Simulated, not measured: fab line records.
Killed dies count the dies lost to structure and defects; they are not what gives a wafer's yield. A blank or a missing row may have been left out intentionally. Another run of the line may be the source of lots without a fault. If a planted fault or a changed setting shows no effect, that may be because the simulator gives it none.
The tool behind it: which one? ; flow gf180mcu ; 24 lots with 72 wafers sampled at 5 steps, on a route of 602 steps

## WHAT EACH GAUGE READ, for each wafer
GF_POLY_GATE_THK_MEAS_17.
lot;measured;on;POLY_GATE_OXIDATION_THK (nm)
L074;day 9 10:26;film_metro-03;3.96 4.02 4.01
L075;day 9 10:27;film_metro-02;3.90 3.87 3.96
L076;day 9 18:22;film_metro-03;4.05 4.04 4.06
L077;day 10 05:47;film_metro-03;4.10 4.12 4.04
L078;day 10 09:53;film_metro-02;4.16 4.01 4.14
L079;day 10 13:59;film_metro-02;4.02 3.94 4.10
L080;day 11 01:13;film_metro-02;3.97 3.95 3.95
L081;day 11 05:04;film_metro-03;3.97 3.84 3.98
L082;day 11 12:10;film_metro-02;4.06 4.07 3.97
L083;day 11 18:05;film_metro-03;3.96 4.00 3.97
L084;day 12 02:14;film_metro-03;3.94 3.98 3.97
L085;day 12 11:55;film_metro-01;3.92 3.94 3.84
L086;day 12 14:25;film_metro-02;3.97 3.96 3.92
L087;day 13 09:44;film_metro-01;3.91 3.94 3.92
L088;day 13 14:58;film_metro-03;3.94 4.00 4.05
L089;day 13 22:53;film_metro-02;4.02 3.99 3.96
L090;day 14 04:26;film_metro-02;3.94 4.00 3.97
L091;day 14 08:13;film_metro-01;3.92 3.88 3.92
L092;day 14 17:27;film_metro-02;3.99 4.03 3.91
L093;day 15 02:54;film_metro-03;3.97 4.01 3.97
L094;day 15 05:14;film_metro-03;4.01 4.01 4.07
L095;day 15 12:09;film_metro-02;4.11 4.10 4.19
L096;day 16 08:50;film_metro-01;4.03 4.00 4.07
L097;day 16 11:28;film_metro-01;3.89 3.88 3.97

GF_CONTACT_THK_MEAS_26: measures by xrf.
lot;measured;on;CONTACT_W_THK (nm)
L074;day 16 05:31;film_metro-01;305 295 306
L075;day 16 06:55;film_metro-01;297 296 305
L076;day 16 16:20;film_metro-04;303 292 304
L077;day 17 08:04;film_metro-01;308 298 297
L078;day 17 10:07;film_metro-04;300 290 298
L079;day 17 17:41;film_metro-01;294 299 292
L080;day 18 08:29;film_metro-01;306 298 300
L081;day 18 11:14;film_metro-02;311 302 310
L082;day 18 20:28;film_metro-02;309 310 309
L083;day 19 03:49;film_metro-01;304 303 301
L084;day 19 15:28;film_metro-04;292 296 294
L085;day 20 02:52;film_metro-02;300 305 309
L086;day 20 06:29;film_metro-01;302 306 298
L087;day 21 05:37;film_metro-02;303 297 308
L088;day 21 10:15;film_metro-02;303 303 301
L089;day 21 18:43;film_metro-01;296 298 303
L090;day 22 03:46;film_metro-02;302 308 305
L091;day 22 07:23;film_metro-02;307 301 303
L092;day 22 17:28;film_metro-02;301 300 300
L093;day 23 07:30;film_metro-02;313 305 311
L094;day 23 07:50;film_metro-02;302 306 304
L095;day 23 13:20;film_metro-01;299 302 299
L096;day 24 10:07;film_metro-04;296 291 291
L097;day 24 13:40;film_metro-01;299 303 305

GF_V1_THK_MEAS_03.
lot;measured;on;V1_CVD_02_THK (nm)
L074;day 17 05:44;film_metro-03;844 853 846
L075;day 17 06:15;film_metro-04;853 862 860
L076;day 17 16:50;film_metro-03;851 849 856
L077;day 18 07:55;film_metro-03;852 839 863
L078;day 18 10:29;film_metro-04;838 849 847
L079;day 18 18:47;film_metro-03;843 845 855
L080;day 19 09:42;film_metro-02;844 853 853
L081;day 19 12:56;film_metro-03;861 839 851
L082;day 19 22:29;film_metro-04;846 845 841
L083;day 20 06:08;film_metro-04;853 843 853
L084;day 20 17:53;film_metro-04;851 867 863
L085;day 21 04:35;film_metro-02;838 841 827
L086;day 21 08:07;film_metro-03;850 856 858
L087;day 22 06:44;film_metro-04;850 836 847
L088;day 22 10:54;film_metro-03;845 851 855
L089;day 22 18:35;film_metro-04;829 840 849
L090;day 23 04:16;film_metro-04;845 846 845
L091;day 23 08:11;film_metro-02;850 861 858
L092;day 23 17:35;film_metro-04;839 837 844
L093;day 24 07:08;film_metro-03;847 850 840
L094;day 24 07:25;film_metro-04;838 843 846
L095;day 24 13:26;film_metro-04;852 858 851
L096;day 25 09:05;film_metro-04;856 844 867
L097;day 25 12:35;film_metro-03;836 845 846

## EACH LOT AND THE TOOL THAT RAN IT (in order: tool; ch and the chambers of the sampled wafers; start)
lot;GF_HV_LDD_STRIP_10;GF_SAB_CVD_00
L074;plasma_asher-01 ch 0,1, day 10 03:50;pecvd-02 ch 0,2, day 14 08:28
L075;plasma_asher-02 ch 0,1, day 10 04:14;pecvd-03 ch 0,1, day 14 09:25
L076;plasma_asher-01 ch 0,1, day 10 12:11;pecvd-03 ch 0,2, day 14 17:50
L077;plasma_asher-01 ch 0,1, day 10 23:32;pecvd-02 ch 0,1, day 15 09:07
L078;plasma_asher-02 ch 0,1, day 11 04:11;pecvd-04 ch 0,2, day 15 11:53
L079;plasma_asher-02 ch 0,1, day 11 08:20;pecvd-03 ch 0,1, day 15 18:29
L080;plasma_asher-03 ch 0,1, day 11 20:47;pecvd-04 ch 0,1,2, day 16 09:07
L081;plasma_asher-02 ch 0,1, day 11 23:38;pecvd-04 ch 0,1,2, day 16 11:13
L082;plasma_asher-03 ch 0,1, day 12 07:29;pecvd-04 ch 0,1, day 16 20:25
L083;plasma_asher-01 ch 0,1, day 12 13:59;pecvd-02 ch 0,1,2, day 17 02:37
L084;plasma_asher-01 ch 0,1, day 12 21:20;pecvd-02 ch 0,1,2, day 17 13:46
L085;plasma_asher-02 ch 0,1, day 13 07:47;pecvd-04 ch 0,1,2, day 18 00:40
L086;plasma_asher-02 ch 0,1, day 13 10:25;pecvd-03 ch 0,2, day 18 02:52
L087;plasma_asher-03 ch 0,1, day 14 05:58;pecvd-04 ch 1,2, day 19 03:54
L088;plasma_asher-03 ch 0,1, day 14 10:40;pecvd-03 ch 0,1,2, day 19 07:40
L089;plasma_asher-03 ch 0,1, day 14 19:05;pecvd-03 ch 0,1,2, day 19 17:13
L090;plasma_asher-01 ch 0,1, day 15 01:50;pecvd-02 ch 0,2, day 20 01:31
L091;plasma_asher-03 ch 0,1, day 15 06:28;pecvd-02 ch 0,2, day 20 05:54
L092;plasma_asher-02 ch 0,1, day 15 15:46;pecvd-02 ch 1,2, day 20 15:52
L093;plasma_asher-03 ch 0,1, day 16 01:11;pecvd-02 ch 0,1, day 21 06:49
L094;plasma_asher-01 ch 0,1, day 16 03:40;pecvd-03 ch 0,1,2, day 21 07:01
L095;plasma_asher-03 ch 0,1, day 16 10:02;pecvd-04 ch 1,2, day 21 12:40
L096;plasma_asher-01 ch 0,1, day 17 07:31;pecvd-03 ch 1,2, day 22 10:39
L097;plasma_asher-02 ch 0,1, day 17 10:35;pecvd-03 ch 0,1, day 22 14:37
- GF_HV_LDD_STRIP_10: strips in O2/N2.
- GF_SAB_CVD_00: deposits SiO2 from TEOS, target thk 50 nm, time 5.087 s.

## AS READ BY THE TOOLS THEMSELVES (means over the sampled wafers that have a number; for cases with no such wafer, the mark the record gives instead)
GF_HV_LDD_STRIP_10.
lot;tool;drypump_motor_current_A (A);heater_power_w (W);o2_flow_sccm (sccm);oes_product_au (a.u.);strip_time_to_endpoint_s (s)
L074;plasma_asher-01;5.78;333;3002;0.715;12.67
L075;plasma_asher-02;5.62;324;3005;0.713;12.63
L076;plasma_asher-01;5.79;333;3004;0.716;12.64
L077;plasma_asher-01;5.81;305;2992;0.721;12.68
L078;plasma_asher-02;5.71;351;2993;0.715;12.68
L079;plasma_asher-02;5.61;321;3001;0.715;12.69
L080;plasma_asher-03;5.69;366;2996;0.716;12.68
L081;plasma_asher-02;5.72;353;3008;0.712;12.62
L082;plasma_asher-03;5.69;359;3001;0.715;12.66
L083;plasma_asher-01;5.84;308;3009;0.722;12.70
L084;plasma_asher-01;5.82;306;2999;0.715;12.68
L085;plasma_asher-02;5.70;347;2999;0.718;12.62
L086;plasma_asher-02;5.64;331;2992;0.714;12.67
L087;plasma_asher-03;5.69;367;3005;0.716;12.69
L088;plasma_asher-03;5.68;365;3003;0.719;12.66
L089;plasma_asher-03;5.67;365;3002;0.719;12.72
L090;plasma_asher-01;5.82;307;3000;0.712;12.66
L091;plasma_asher-03;5.68;375;3001;0.714;12.63
L092;plasma_asher-02;5.64;326;3001;0.717;12.60
L093;plasma_asher-03;5.66;363;2992;0.718;12.62
L094;plasma_asher-01;5.80;334;2993;0.715;12.72
L095;plasma_asher-03;5.68;369;2994;0.714;12.66
L096;plasma_asher-01;5.84;302;3007;0.718;12.60
L097;plasma_asher-02;5.71;354;2995;0.715;12.64

GF_SAB_CVD_00.
lot;tool;heater_power_outer_w (W);heater_power_w (W)
L074;pecvd-02;410;693
L075;pecvd-03;425;763
L076;pecvd-03;393;713
L077;pecvd-02;434;690
L078;pecvd-04;468;725
L079;pecvd-03;461;787
L080;pecvd-04;378;635
L081;pecvd-04;391;643
L082;pecvd-04;411;689
L083;pecvd-02;375;639
L084;pecvd-02;374;634
L085;pecvd-04;402;664
L086;pecvd-03;352;651
L087;pecvd-04;345;599
L088;pecvd-03;369;657
L089;pecvd-03;408;699
L090;pecvd-02;362;622
L091;pecvd-02;324;576
L092;pecvd-02;406;659
L093;pecvd-02;402;656
L094;pecvd-03;407;715
L095;pecvd-04;417;670
L096;pecvd-03;378;643
L097;pecvd-03;378;683

## THE ANSWER, worked out from the rows above alone
Rule: usual is defined by the lots themselves. Put in order of their means at a reading, lots are off if they are a third of the lots or fewer, leave a main group of 4 or more, and stand apart from it by a gap of 3 or more times the standard deviation of the main group's means; of several such gaps the widest counts. A main group whose means are all the same, to the digits that the tables above print for the reading, isn't used. Also off: a lot with no number at a reading for which 4 or more lots have one. The other lots that the step has rows for count as sound. Order of review: gauges by route order, followed by the tools' own readings, for which a lot's mean as printed above is used. The first step at which some lot is off is used, and at that step the reading that is off furthest; a lot without a number counts as furthest.
Nothing can be told from this: no lot is off at any reading shown.

## WHAT THE SIMULATOR HAD INSERTED
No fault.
